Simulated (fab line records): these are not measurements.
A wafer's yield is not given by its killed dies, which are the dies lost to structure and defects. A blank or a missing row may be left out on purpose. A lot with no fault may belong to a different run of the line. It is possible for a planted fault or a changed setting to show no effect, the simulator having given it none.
A sampling plan put to the test :: flow sky130 :: 46 faults told of in these records, all on one fab line, each judged by the records of the lots it struck
The plan is the line's own looks: the steps of the route at which a gauge or an inspection reads the wafer and doesn't change it. Where struck wafers have a number at a look and the file lists that look's usual mean and standard deviation on fault-free wafers, the look can be judged. Caught: at a look after the fault's first step, the mean of the struck wafers lies 4 or more of those standard deviations (sigma) from the usual mean. On the tool: the identical test, applied to the tool's own readings at the steps of the fault. Caught also covers a different recipe on the struck wafers, or a record left blank for those wafers only.

== THE FAULTS, as the simulator had put them in ==
1. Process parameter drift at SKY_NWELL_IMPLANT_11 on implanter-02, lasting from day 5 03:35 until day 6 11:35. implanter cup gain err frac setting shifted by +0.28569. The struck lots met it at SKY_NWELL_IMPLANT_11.
2. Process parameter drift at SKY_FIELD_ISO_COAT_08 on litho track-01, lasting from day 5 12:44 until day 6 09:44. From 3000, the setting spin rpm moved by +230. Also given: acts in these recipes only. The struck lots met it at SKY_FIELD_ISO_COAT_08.
3. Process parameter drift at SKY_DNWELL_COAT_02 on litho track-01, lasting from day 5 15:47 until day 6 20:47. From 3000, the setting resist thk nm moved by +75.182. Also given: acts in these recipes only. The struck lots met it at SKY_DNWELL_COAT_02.
4. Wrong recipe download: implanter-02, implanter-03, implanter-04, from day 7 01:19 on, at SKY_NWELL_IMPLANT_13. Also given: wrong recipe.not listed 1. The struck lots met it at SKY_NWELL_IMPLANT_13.
5. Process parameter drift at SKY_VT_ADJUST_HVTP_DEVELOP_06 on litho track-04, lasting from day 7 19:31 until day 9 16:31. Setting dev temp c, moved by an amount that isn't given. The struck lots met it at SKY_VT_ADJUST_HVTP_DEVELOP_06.
6. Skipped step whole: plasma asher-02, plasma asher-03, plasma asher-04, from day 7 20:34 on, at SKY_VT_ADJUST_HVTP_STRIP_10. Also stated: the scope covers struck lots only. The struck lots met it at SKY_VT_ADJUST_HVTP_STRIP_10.
7. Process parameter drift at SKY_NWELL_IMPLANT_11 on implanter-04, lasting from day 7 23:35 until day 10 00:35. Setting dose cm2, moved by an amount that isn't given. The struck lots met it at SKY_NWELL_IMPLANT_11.
8. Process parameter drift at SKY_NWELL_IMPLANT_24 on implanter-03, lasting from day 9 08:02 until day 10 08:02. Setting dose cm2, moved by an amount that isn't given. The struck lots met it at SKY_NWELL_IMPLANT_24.
9. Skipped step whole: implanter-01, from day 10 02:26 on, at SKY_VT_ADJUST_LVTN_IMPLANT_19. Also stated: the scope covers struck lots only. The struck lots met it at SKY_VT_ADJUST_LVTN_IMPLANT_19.
10. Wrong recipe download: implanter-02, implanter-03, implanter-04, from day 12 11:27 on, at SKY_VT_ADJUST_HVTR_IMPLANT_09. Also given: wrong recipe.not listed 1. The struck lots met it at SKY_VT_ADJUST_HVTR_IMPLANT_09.
11. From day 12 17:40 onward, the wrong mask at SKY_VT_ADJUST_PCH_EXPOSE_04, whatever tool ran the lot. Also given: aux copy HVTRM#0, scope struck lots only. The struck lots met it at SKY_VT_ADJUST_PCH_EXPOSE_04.
12. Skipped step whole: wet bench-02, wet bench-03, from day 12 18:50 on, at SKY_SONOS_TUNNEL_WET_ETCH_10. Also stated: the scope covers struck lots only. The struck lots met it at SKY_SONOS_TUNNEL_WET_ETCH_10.
13. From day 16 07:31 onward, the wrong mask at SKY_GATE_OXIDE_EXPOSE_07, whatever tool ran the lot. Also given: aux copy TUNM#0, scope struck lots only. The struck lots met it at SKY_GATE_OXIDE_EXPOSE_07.
14. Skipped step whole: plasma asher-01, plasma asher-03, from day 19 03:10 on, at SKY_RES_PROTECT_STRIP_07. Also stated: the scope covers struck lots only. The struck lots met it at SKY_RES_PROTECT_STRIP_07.
15. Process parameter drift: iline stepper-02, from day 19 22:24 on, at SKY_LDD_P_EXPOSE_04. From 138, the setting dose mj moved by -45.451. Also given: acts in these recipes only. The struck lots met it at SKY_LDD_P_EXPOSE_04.
16. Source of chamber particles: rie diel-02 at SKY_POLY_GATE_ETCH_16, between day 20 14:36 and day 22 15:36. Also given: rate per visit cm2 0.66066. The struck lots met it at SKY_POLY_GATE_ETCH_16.
17. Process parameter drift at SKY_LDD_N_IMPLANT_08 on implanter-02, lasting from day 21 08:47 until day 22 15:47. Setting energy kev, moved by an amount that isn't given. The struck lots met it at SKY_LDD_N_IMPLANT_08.
18. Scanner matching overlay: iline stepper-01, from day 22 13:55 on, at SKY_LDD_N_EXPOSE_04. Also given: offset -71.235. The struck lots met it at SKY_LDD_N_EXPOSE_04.
19. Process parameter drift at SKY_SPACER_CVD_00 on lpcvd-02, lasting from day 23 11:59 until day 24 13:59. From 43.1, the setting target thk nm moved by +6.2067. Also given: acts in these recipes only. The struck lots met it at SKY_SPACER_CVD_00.
20. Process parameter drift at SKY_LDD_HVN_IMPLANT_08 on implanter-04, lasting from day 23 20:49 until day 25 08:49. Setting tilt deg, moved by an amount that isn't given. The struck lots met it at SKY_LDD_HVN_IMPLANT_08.
21. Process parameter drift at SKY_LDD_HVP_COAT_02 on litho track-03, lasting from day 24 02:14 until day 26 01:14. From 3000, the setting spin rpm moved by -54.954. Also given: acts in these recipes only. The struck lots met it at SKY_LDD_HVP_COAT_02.
22. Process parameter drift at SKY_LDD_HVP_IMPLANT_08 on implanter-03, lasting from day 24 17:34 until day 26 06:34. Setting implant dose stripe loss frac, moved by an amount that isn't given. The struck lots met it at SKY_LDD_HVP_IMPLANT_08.
23. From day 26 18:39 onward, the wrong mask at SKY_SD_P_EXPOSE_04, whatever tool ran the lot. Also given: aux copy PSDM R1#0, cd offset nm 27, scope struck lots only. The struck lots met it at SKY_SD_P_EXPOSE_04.
24. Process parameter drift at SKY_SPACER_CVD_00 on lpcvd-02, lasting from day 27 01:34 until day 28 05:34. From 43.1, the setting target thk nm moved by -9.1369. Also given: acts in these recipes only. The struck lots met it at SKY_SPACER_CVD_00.
25. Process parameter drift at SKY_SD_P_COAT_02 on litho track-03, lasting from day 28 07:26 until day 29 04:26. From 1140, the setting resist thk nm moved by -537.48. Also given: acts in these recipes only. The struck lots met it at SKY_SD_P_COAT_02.
26. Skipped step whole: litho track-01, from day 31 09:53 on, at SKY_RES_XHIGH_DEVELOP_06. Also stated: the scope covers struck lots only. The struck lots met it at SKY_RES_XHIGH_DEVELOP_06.
27. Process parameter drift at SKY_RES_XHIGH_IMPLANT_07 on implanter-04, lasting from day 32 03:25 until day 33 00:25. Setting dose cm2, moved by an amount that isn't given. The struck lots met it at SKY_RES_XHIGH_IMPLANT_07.
28. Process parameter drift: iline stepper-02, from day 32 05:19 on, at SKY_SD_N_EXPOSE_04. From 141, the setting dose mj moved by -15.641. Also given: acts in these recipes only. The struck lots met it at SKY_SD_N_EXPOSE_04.
29. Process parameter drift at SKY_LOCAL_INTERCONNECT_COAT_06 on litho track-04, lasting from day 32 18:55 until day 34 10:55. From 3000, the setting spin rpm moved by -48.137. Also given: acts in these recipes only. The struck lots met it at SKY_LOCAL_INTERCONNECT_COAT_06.
30. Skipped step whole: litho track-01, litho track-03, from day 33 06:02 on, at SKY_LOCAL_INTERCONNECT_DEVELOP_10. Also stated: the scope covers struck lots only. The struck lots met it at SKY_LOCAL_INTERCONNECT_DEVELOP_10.
31. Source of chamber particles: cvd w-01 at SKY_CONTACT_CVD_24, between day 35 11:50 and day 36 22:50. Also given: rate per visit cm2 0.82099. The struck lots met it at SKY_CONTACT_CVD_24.
32. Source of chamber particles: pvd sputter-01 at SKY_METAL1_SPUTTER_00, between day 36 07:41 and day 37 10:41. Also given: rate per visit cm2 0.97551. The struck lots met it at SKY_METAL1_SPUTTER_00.
33. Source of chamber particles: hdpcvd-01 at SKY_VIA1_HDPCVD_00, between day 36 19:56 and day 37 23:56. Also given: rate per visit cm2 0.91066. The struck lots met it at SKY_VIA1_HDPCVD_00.
34. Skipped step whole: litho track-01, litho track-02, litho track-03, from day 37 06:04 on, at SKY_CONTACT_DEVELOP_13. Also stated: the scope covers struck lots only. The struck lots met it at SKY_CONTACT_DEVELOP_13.
35. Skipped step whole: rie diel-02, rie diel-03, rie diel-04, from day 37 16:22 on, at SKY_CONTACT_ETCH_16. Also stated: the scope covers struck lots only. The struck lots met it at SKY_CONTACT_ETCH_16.
36. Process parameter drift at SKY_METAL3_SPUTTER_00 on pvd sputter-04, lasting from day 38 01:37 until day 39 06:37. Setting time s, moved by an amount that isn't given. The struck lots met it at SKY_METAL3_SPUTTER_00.
37. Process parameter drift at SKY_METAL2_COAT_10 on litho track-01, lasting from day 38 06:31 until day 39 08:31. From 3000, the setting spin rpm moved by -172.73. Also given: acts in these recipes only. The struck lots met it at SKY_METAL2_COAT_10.
38. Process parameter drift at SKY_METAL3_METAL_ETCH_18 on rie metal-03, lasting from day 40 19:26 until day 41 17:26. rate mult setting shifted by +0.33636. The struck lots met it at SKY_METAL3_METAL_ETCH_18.
39. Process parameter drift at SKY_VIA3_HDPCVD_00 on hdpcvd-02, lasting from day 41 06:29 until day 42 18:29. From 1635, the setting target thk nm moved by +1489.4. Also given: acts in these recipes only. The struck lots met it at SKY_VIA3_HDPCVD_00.
40. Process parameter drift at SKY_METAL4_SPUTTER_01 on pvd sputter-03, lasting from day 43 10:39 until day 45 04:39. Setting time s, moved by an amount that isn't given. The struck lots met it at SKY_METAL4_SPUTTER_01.
41. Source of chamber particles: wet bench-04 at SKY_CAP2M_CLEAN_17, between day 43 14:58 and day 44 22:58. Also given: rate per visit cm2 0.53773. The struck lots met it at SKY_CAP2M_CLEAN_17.
42. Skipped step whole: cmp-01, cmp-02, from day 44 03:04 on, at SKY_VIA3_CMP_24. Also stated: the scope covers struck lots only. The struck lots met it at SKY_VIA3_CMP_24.
43. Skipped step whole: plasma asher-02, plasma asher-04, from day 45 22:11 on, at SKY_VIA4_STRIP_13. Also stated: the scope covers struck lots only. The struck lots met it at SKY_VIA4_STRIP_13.
44. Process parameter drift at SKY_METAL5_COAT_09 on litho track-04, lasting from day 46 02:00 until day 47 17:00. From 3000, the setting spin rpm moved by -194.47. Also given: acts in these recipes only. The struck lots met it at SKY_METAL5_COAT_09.
45. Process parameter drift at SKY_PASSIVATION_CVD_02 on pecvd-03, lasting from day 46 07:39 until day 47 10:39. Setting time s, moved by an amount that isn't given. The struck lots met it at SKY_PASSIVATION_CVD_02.
46. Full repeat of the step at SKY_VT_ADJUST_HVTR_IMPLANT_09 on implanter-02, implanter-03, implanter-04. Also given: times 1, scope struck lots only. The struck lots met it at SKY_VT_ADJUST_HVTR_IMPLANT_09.

== WHAT THE PLAN SAW ==
fault: 1
on the tool itself: faraday current uA +13 sigma
first look that catches it: SKY_NWELL_TW_MEAS_15
reading, sigma: NWELL_TW -8.2
median hours from its first step to that look: 0.5
hours from the fault's start to the first struck lot there: 4
judged looks passed uncaught: 0

fault: 2
on the tool itself: spin speed rpm +99 or beyond sigma
first look that catches it: none of the 3 looks that can be judged after it
reading, sigma: -
median hours from its first step to that look: -
hours from the fault's start to the first struck lot there: -
judged looks passed uncaught: 3

fault: 3
on the tool itself: under 2 sigma
first look that catches it: not the one look that can be judged after it
reading, sigma: -
median hours from its first step to that look: -
hours from the fault's start to the first struck lot there: -
judged looks passed uncaught: 1

fault: 4
on the tool itself: no reading that can be judged
first look that catches it: none of the 2 looks that can be judged after it
reading, sigma: -
median hours from its first step to that look: -
hours from the fault's start to the first struck lot there: -
judged looks passed uncaught: 2

fault: 5
on the tool itself: developer temp C +22 sigma
first look that catches it: not the one look that can be judged after it
reading, sigma: strongest: cd nm at SKY_VT_ADJUST_HVTP_CD_MEAS_07, -2.3
median hours from its first step to that look: -
hours from the fault's start to the first struck lot there: -
judged looks passed uncaught: 1

fault: 6
on the tool itself: the tool's record is blank for the struck wafers
first look that catches it: SKY_VT_ADJUST_LVTN_TW_MEAS_10
reading, sigma: VT_ADJUST_LVTN_TW -99 or beyond
median hours from its first step to that look: 21.1
hours from the fault's start to the first struck lot there: 23
judged looks passed uncaught: 0

fault: 7
on the tool itself: dose ions cm2 +54 sigma
first look that catches it: SKY_NWELL_RS_MEAS_29
reading, sigma: NWELL_RS -12
median hours from its first step to that look: 22.5
hours from the fault's start to the first struck lot there: 27
judged looks passed uncaught: 0

fault: 8
on the tool itself: dose ions cm2 +99 or beyond sigma
first look that catches it: SKY_NWELL_TW_MEAS_26
reading, sigma: NWELL_2_TW +99 or beyond
median hours from its first step to that look: 0.2
hours from the fault's start to the first struck lot there: 12
judged looks passed uncaught: 0

fault: 9
on the tool itself: the tool's record is blank for the struck wafers
first look that catches it: SKY_VT_ADJUST_LVTN_TW_MEAS_21
reading, sigma: VT_ADJUST_LVTN_2_TW -99 or beyond
median hours from its first step to that look: 0.2
hours from the fault's start to the first struck lot there: 5
judged looks passed uncaught: 0

fault: 10
on the tool itself: no reading that can be judged
first look that catches it: SKY_VT_ADJUST_HVTR_TW_MEAS_11
reading, sigma: VT_ADJUST_HVTR_TW +51
median hours from its first step to that look: 0.2
hours from the fault's start to the first struck lot there: 4
judged looks passed uncaught: 0

fault: 11
on the tool itself: no reading that can be judged
first look that catches it: SKY_VT_ADJUST_PCH_TW_MEAS_10
reading, sigma: VT_ADJUST_PCH_TW -99 or beyond
median hours from its first step to that look: 12.4
hours from the fault's start to the first struck lot there: 15
judged looks passed uncaught: 0

fault: 12
on the tool itself: the tool's record is blank for the struck wafers
first look that catches it: no look after it can be judged
reading, sigma: -
median hours from its first step to that look: -
hours from the fault's start to the first struck lot there: -
judged looks passed uncaught: 0

fault: 13
on the tool itself: no reading that can be judged
first look that catches it: SKY_GATE_OXIDE_TW_MEAS_14
reading, sigma: GATE_OXIDE_TW -99 or beyond
median hours from its first step to that look: 14.1
hours from the fault's start to the first struck lot there: 17
judged looks passed uncaught: 0

fault: 14
on the tool itself: the tool's record is blank for the struck wafers
first look that catches it: no look after it can be judged
reading, sigma: -
median hours from its first step to that look: -
hours from the fault's start to the first struck lot there: -
judged looks passed uncaught: 0

fault: 15
on the tool itself: exposure dose mJ cm2 -99 or beyond sigma
first look that catches it: SKY_LDD_P_CD_MEAS_07
reading, sigma: cd nm -36
median hours from its first step to that look: 15.3
hours from the fault's start to the first struck lot there: 20
judged looks passed uncaught: 0

fault: 16
on the tool itself: under 2 sigma
first look that catches it: not the one look that can be judged after it
reading, sigma: -
median hours from its first step to that look: -
hours from the fault's start to the first struck lot there: -
judged looks passed uncaught: 1

fault: 17
on the tool itself: beam energy keV -99 or beyond sigma
first look that catches it: no look after it can be judged
reading, sigma: -
median hours from its first step to that look: -
hours from the fault's start to the first struck lot there: -
judged looks passed uncaught: 0

fault: 18
on the tool itself: no reading that can be judged
first look that catches it: SKY_LDD_N_OVL_MEAS_07
reading, sigma: LDD_N_OVL -54
median hours from its first step to that look: 14.9
hours from the fault's start to the first struck lot there: 20
judged looks passed uncaught: 0

fault: 19
on the tool itself: under 2 sigma
first look that catches it: SKY_SPACER_THK_MEAS_01
reading, sigma: SPACER_CVD_00_THK +12
median hours from its first step to that look: 1.2
hours from the fault's start to the first struck lot there: 3
judged looks passed uncaught: 0

fault: 20
on the tool itself: tilt deg -99 or beyond sigma
first look that catches it: SKY_LDD_HVN_TW_MEAS_10
reading, sigma: LDD_HVN_TW -21
median hours from its first step to that look: 0.2
hours from the fault's start to the first struck lot there: 10
judged looks passed uncaught: 0

fault: 21
on the tool itself: spin speed rpm -31 sigma
first look that catches it: none of the 2 looks that can be judged after it
reading, sigma: -
median hours from its first step to that look: -
hours from the fault's start to the first struck lot there: -
judged looks passed uncaught: 2

fault: 22
on the tool itself: no reading that can be judged
first look that catches it: none of the 5 looks that can be judged after it
reading, sigma: -
median hours from its first step to that look: -
hours from the fault's start to the first struck lot there: -
judged looks passed uncaught: 5

fault: 23
on the tool itself: no reading that can be judged
first look that catches it: SKY_SD_P_CD_MEAS_07
reading, sigma: cd nm +11
median hours from its first step to that look: 14.4
hours from the fault's start to the first struck lot there: 20
judged looks passed uncaught: 0

fault: 24
on the tool itself: under 2 sigma
first look that catches it: SKY_SPACER_THK_MEAS_01
reading, sigma: SPACER_CVD_00_THK -19
median hours from its first step to that look: 1.2
hours from the fault's start to the first struck lot there: 6
judged looks passed uncaught: 0

fault: 25
on the tool itself: under 2 sigma
first look that catches it: SKY_SD_P_CD_MEAS_07
reading, sigma: cd nm +28
median hours from its first step to that look: 14.4
hours from the fault's start to the first struck lot there: 24
judged looks passed uncaught: 0

fault: 26
on the tool itself: the tool's record is blank for the struck wafers
first look that catches it: SKY_RES_XHIGH_TW_MEAS_09
reading, sigma: RES_XHIGH_TW -99 or beyond
median hours from its first step to that look: 0.4
hours from the fault's start to the first struck lot there: 2
judged looks passed uncaught: 0

fault: 27
on the tool itself: dose ions cm2 +99 or beyond sigma
first look that catches it: SKY_RES_XHIGH_TW_MEAS_09
reading, sigma: RES_XHIGH_TW +32
median hours from its first step to that look: 0.2
hours from the fault's start to the first struck lot there: 10
judged looks passed uncaught: 0

fault: 28
on the tool itself: exposure dose mJ cm2 -99 or beyond sigma
first look that catches it: SKY_SD_N_CD_MEAS_07
reading, sigma: cd nm -12
median hours from its first step to that look: 12.9
hours from the fault's start to the first struck lot there: 15
judged looks passed uncaught: 0

fault: 29
on the tool itself: spin speed rpm -24 sigma
first look that catches it: none of the 2 looks that can be judged after it
reading, sigma: -
median hours from its first step to that look: -
hours from the fault's start to the first struck lot there: -
judged looks passed uncaught: 2

fault: 30
on the tool itself: no reading that can be judged
first look that catches it: no look after it can be judged
reading, sigma: -
median hours from its first step to that look: -
hours from the fault's start to the first struck lot there: -
judged looks passed uncaught: 0

fault: 31
on the tool itself: under 2 sigma
first look that catches it: none of the 2 looks that can be judged after it
reading, sigma: -
median hours from its first step to that look: -
hours from the fault's start to the first struck lot there: -
judged looks passed uncaught: 2

fault: 32
on the tool itself: under 2 sigma
first look that catches it: no look after it can be judged
reading, sigma: -
median hours from its first step to that look: -
hours from the fault's start to the first struck lot there: -
judged looks passed uncaught: 0

fault: 33
on the tool itself: no reading that can be judged
first look that catches it: none of the 2 looks that can be judged after it
reading, sigma: -
median hours from its first step to that look: -
hours from the fault's start to the first struck lot there: -
judged looks passed uncaught: 2

fault: 34
on the tool itself: no reading that can be judged
first look that catches it: no look after it can be judged
reading, sigma: -
median hours from its first step to that look: -
hours from the fault's start to the first struck lot there: -
judged looks passed uncaught: 0

fault: 35
on the tool itself: the tool's record is blank for the struck wafers
first look that catches it: no look after it can be judged
reading, sigma: -
median hours from its first step to that look: -
hours from the fault's start to the first struck lot there: -
judged looks passed uncaught: 0

fault: 36
on the tool itself: under 2 sigma
first look that catches it: no look after it can be judged
reading, sigma: -
median hours from its first step to that look: -
hours from the fault's start to the first struck lot there: -
judged looks passed uncaught: 0

fault: 37
on the tool itself: spin speed rpm -85 sigma
first look that catches it: no look after it can be judged
reading, sigma: -
median hours from its first step to that look: -
hours from the fault's start to the first struck lot there: -
judged looks passed uncaught: 0

fault: 38
on the tool itself: under 2 sigma
first look that catches it: no look after it can be judged
reading, sigma: -
median hours from its first step to that look: -
hours from the fault's start to the first struck lot there: -
judged looks passed uncaught: 0

fault: 39
on the tool itself: no reading that can be judged
first look that catches it: SKY_VIA3_THK_MEAS_01
reading, sigma: VIA3_HDPCVD_THK +78
median hours from its first step to that look: 0.2
hours from the fault's start to the first struck lot there: 0
judged looks passed uncaught: 0

fault: 40
on the tool itself: under 2 sigma
first look that catches it: no look after it can be judged
reading, sigma: -
median hours from its first step to that look: -
hours from the fault's start to the first struck lot there: -
judged looks passed uncaught: 0

fault: 41
on the tool itself: no reading that can be judged
first look that catches it: no look after it can be judged
reading, sigma: -
median hours from its first step to that look: -
hours from the fault's start to the first struck lot there: -
judged looks passed uncaught: 0

fault: 42
on the tool itself: no reading that can be judged
first look that catches it: no look after it can be judged
reading, sigma: -
median hours from its first step to that look: -
hours from the fault's start to the first struck lot there: -
judged looks passed uncaught: 0

fault: 43
on the tool itself: the tool's record is blank for the struck wafers
first look that catches it: no look after it can be judged
reading, sigma: -
median hours from its first step to that look: -
hours from the fault's start to the first struck lot there: -
judged looks passed uncaught: 0

fault: 44
on the tool itself: spin speed rpm -92 sigma
first look that catches it: no look after it can be judged
reading, sigma: -
median hours from its first step to that look: -
hours from the fault's start to the first struck lot there: -
judged looks passed uncaught: 0

fault: 45
on the tool itself: under 2 sigma
first look that catches it: SKY_PASSIVATION_THK_MEAS_03
reading, sigma: PASSIVATION_CVD_02_THK -6.7
median hours from its first step to that look: 0.2
hours from the fault's start to the first struck lot there: 1
judged looks passed uncaught: 0

fault: 46
on the tool itself: under 2 sigma
first look that catches it: SKY_VT_ADJUST_HVTR_TW_MEAS_11
reading, sigma: VT_ADJUST_HVTR_TW +24
median hours from its first step to that look: 0.6
hours from the fault's start to the first struck lot there: -
judged looks passed uncaught: 0
Dash: fault not caught, or number not given in these records.

Caught at a look: 21 of 46. Caught on the tool: 21 of 46. By one or the other: 32 of 46.
Faults 2, 5, 12, 14, 17, 21, 29, 35, 37, 43, 44 were caught on the tool alone.
Caught at a look alone: faults 10, 11, 13, 18, 19, 23, 24, 25, 39, 45, 46.
Caught by neither: faults 3, 4, 16, 22, 30, 31, 32, 33, 34, 36, 38, 40, 41, 42.

== THINNER SAMPLING ==
In the worst case, this is how late the first struck lot would be measured if the look that catches a fault measured only every second or every third lot, by lot number:
fault: 1
struck lots at that look, in order of time: L166, L169
every lot: 4 h
every second lot: 22 h
every third lot: may miss all 2

fault: 6
struck lots at that look, in order of time: L324, L325, L326
every lot: 23 h
every second lot: 29 h
every third lot: 37 h

fault: 7
struck lots at that look, in order of time: L610, L612
every lot: 27 h
every second lot: may miss all 2
every third lot: may miss all 2

fault: 8
struck lots at that look, in order of time: L926, L927
every lot: 12 h
every second lot: 16 h
every third lot: may miss all 2

fault: 9
struck lots at that look, in order of time: L729, L730
every lot: 5 h
every second lot: 8 h
every third lot: may miss all 2

fault: 10
struck lots at that look, in order of time: L276, L277, L278, L279
every lot: 4 h
every second lot: 15 h
every third lot: 24 h

fault: 11
struck lots at that look, in order of time: L511
every lot: 15 h
every second lot: may miss it
every third lot: may miss it

fault: 13
struck lots at that look, in order of time: L681
every lot: 17 h
every second lot: may miss it
every third lot: may miss it

fault: 15
struck lots at that look, in order of time: L927, L929, L930, L931
every lot: 20 h
every second lot: 54 h
every third lot: 54 h

fault: 18
struck lots at that look, in order of time: L876, L877, L880, L881
every lot: 20 h
every second lot: 32 h
every third lot: 62 h

fault: 19
struck lots at that look, in order of time: L454, L455, L456
every lot: 3 h
every second lot: 11 h
every third lot: 20 h

fault: 20
struck lots at that look, in order of time: L399, L400
every lot: 10 h
every second lot: 22 h
every third lot: may miss all 2

fault: 23
struck lots at that look, in order of time: L553
every lot: 20 h
every second lot: may miss it
every third lot: may miss it

fault: 24
struck lots at that look, in order of time: L215, L216, L217
every lot: 6 h
every second lot: 19 h
every third lot: 22 h

fault: 25
struck lots at that look, in order of time: L860, L861
every lot: 24 h
every second lot: 33 h
every third lot: may miss all 2

fault: 26
struck lots at that look, in order of time: L480, L481
every lot: 2 h
every second lot: 8 h
every third lot: may miss all 2

fault: 27
struck lots at that look, in order of time: L495, L496, L497
every lot: 10 h
every second lot: 16 h
every third lot: 19 h

fault: 28
struck lots at that look, in order of time: L575, L577
every lot: 15 h
every second lot: may miss all 2
every third lot: may miss all 2

fault: 39
struck lots at that look, in order of time: L514, L515
every lot: 0 h
every second lot: 3 h
every third lot: may miss all 2

fault: 45
struck lots at that look, in order of time: L119, L120
every lot: 1 h
every second lot: 11 h
every third lot: may miss all 2
Hours are from the fault's start to the first struck lot that is measured. 4 sigma limit: tested on the pooled struck wafers, so a lone lot may be under it. Other struck lots may not be in these records.

== THE LONGEST TIMED WAY FROM STEP TO LOOK ==
In fault 7, a median of 22.5 hours elapses between SKY_NWELL_IMPLANT_11 and SKY_NWELL_RS_MEAS_29. No look between them can be judged.
